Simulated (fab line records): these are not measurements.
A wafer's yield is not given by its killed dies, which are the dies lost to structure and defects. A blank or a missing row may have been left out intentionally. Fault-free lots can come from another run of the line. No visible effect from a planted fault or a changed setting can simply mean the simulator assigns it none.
The tool behind it: which one?    flow sky130    Sampling: 12 lots, 36 wafers, 4 of 708 route steps

== WHAT THE GAUGES SHOWED, per wafer ==
SKY_NWELL_TW_MEAS_26.
lot   measured      on             NWELL_2_TW
L140  day 5 21:11   film metro-04  495.2 495.4 496.3
L144  day 6 13:57   film metro-01  498.4 494.5 497.1
L145  day 6 23:19   film metro-02  502.1 501.3 502.2
L146  day 7 02:32   film metro-02  500.3 501.3 501.8
L147  day 7 08:41   film metro-02  501.9 501.5 505.1
L148  day 7 16:59   film metro-04  500.5 499.9 500.7
L149  day 7 17:48   film metro-01  517.5 515.5 515.5
L151  day 8 05:06   film metro-04  514.3 515.4 517.7
L159  day 10 05:42  film metro-02  503.5 503.4 501.5
L161  day 11 02:35  film metro-02  504.0 502.4 502.1
L162  day 11 04:48  film metro-04  497.5 496.1 499.9
L163  day 11 09:13  film metro-02  503.6 500.5 500.3

SKY_GATE_OXIDE_OVL_MEAS_10.
lot   measured      on          GATE_OXIDE_OVL (nm)
L140  day 14 21:09  overlay-02  -0.3 -0.8 1.6
L144  day 15 19:57  overlay-01  -0.4 -1.8 0.9
L145  day 16 05:34  overlay-02  -1.1 -0.7 -2.2
L146  day 16 12:24  overlay-01  -1.5 -1.4 -2.4
L147  day 16 23:03  overlay-01  -1.2 -2.7 -1.4
L148  day 17 03:36  overlay-02  -1.2 -1.5 -3.3
L149  day 17 07:58  overlay-02  1.0 -1.3 0.4
L151  day 18 00:25  overlay-01  2.3 0.9 1.0
L159  day 20 22:54  overlay-01  0.5 -0.3 0.5
L161  day 22 00:39  overlay-01  -2.4 -0.9 -0.5
L162  day 22 03:58  overlay-02  -4.8 -3.8 -4.1
L163  day 22 08:39  overlay-02  0.7 1.5 1.5

SKY_LDD_HVN_OVL_MEAS_07.
lot   measured      on          LDD_HVN_OVL (nm)
L140  day 21 13:42  overlay-01  0.2 0.0 -1.4
L144  day 22 15:39  overlay-01  -2.0 -0.6 -2.8
L145  day 23 03:40  overlay-01  -2.2 -1.4 -2.6
L146  day 23 10:12  overlay-01  -2.0 -1.6 -1.0
L147  day 23 17:54  overlay-02  1.9 1.5 2.4
L148  day 23 22:57  overlay-02  0.0 0.2 -1.1
L149  day 24 03:40  overlay-01  -0.8 -0.2 -0.8
L151  day 24 20:16  overlay-01  -0.1 -0.4 -0.4
L159  day 27 14:30  overlay-02  0.3 0.2 -0.5
L161  day 28 16:18  overlay-01  -0.7 -2.4 -2.4
L162  day 28 17:55  overlay-01  -2.0 -1.9 -1.6
L163  day 28 22:07  overlay-01  -2.8 -1.4 -1.2

== TOOL THAT RAN EACH LOT (tool first, then ch and the chambers of the sampled wafers, then the start) ==
lot   SKY_NWELL_IMPLANT_24
L140  implanter-03 ch 0, day 5 20:56
L144  implanter-04 ch 0, day 6 13:43
L145  implanter-01 ch 0, day 6 23:05
L146  implanter-03 ch 0, day 7 02:17
L147  implanter-04 ch 0, day 7 08:26
L148  implanter-04 ch 0, day 7 16:44
L149  implanter-04 ch 0, day 7 17:34
L151  implanter-04 ch 0, day 8 04:53
L159  implanter-03 ch 0, day 10 05:28
L161  implanter-03 ch 0, day 11 02:20
L162  implanter-01 ch 0, day 11 04:34
L163  implanter-01 ch 0, day 11 09:01
- SKY_NWELL_IMPLANT_24

== AS READ BY THE TOOLS THEMSELVES (means over the sampled wafers that have a number; for cases with no such wafer, the mark the record gives instead) ==
SKY_NWELL_IMPLANT_24.
lot   tool          beam on s (s)  dose ions cm2  faraday current uA
L140  implanter-03  9.91           9.200e+12      52.2
L144  implanter-04  10.06          9.178e+12      51.4
L145  implanter-01  10.05          9.200e+12      51.8
L146  implanter-03  9.92           9.195e+12      52.2
L147  implanter-04  9.89           9.204e+12      52.5
L148  implanter-04  10.04          9.182e+12      51.8
L149  implanter-04  10.13          1.041e+13      58.2
L151  implanter-04  10.08          1.043e+13      58.4
L159  implanter-03  9.92           9.203e+12      52.2
L161  implanter-03  10.08          9.193e+12      51.5
L162  implanter-01  10.12          9.213e+12      51.3
L163  implanter-01  10.13          9.200e+12      51.3

== THE ANSWER, worked out from the rows above alone ==
Rule: usual is defined by the lots themselves. The widest of any qualifying gaps counts: lots, ordered by their means at a reading, are off when they make up no more than a third of the lots, leave a main group of 4 or more, and stand apart from it by 3 or more times the standard deviation of that group's means. A main group is skipped when, at the precision printed for the reading in the tables above, its means are all equal. Also off: a lot with no number at a reading for which 4 or more lots have one. Any other lot the step has rows for is counted as sound. First the gauges in route order, then the tools' own readings, where a lot's mean is used as printed above. At the first step where some lot is off, the reading lying furthest off is the one used; lots without a number count as furthest.
Off: L149, L151, seen at SKY_NWELL_TW_MEAS_26 (NWELL_2_TW). For the main group the mean is 500.3 and the standard deviation 2.5.
A tool fits if, at a process step before that reading, it ran every lot that is off, and no sound lot after the first of them. Not tried: the gauges at SKY_NWELL_TW_MEAS_26; whatever is off there is also off at SKY_NWELL_IMPLANT_24, on other tools, and gauge error can't account for it. One candidate fits, namely implanter-04 at SKY_NWELL_IMPLANT_24. A fault onset in the window from L148 (day 7 16:44, its last sound lot) to L149 (day 7 17:34, its first lot off) fits.
The tool's own readings at SKY_NWELL_IMPLANT_24 bear it out: on the lots that are off they differ by more than 5 times the standard deviation of the sound lots' means. dose ions cm2 reads 1.042e+13 there against 9.197e+12 on the sound lots; faraday current uA reads 58.3 there against 51.8 on the sound lots.

== WHAT WAS PUT IN BY THE SIMULATOR ==
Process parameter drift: implanter-04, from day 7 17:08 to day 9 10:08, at SKY_NWELL_IMPLANT_24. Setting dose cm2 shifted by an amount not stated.
Lots struck among those shown: L149, L151. Same finding as the rule above.
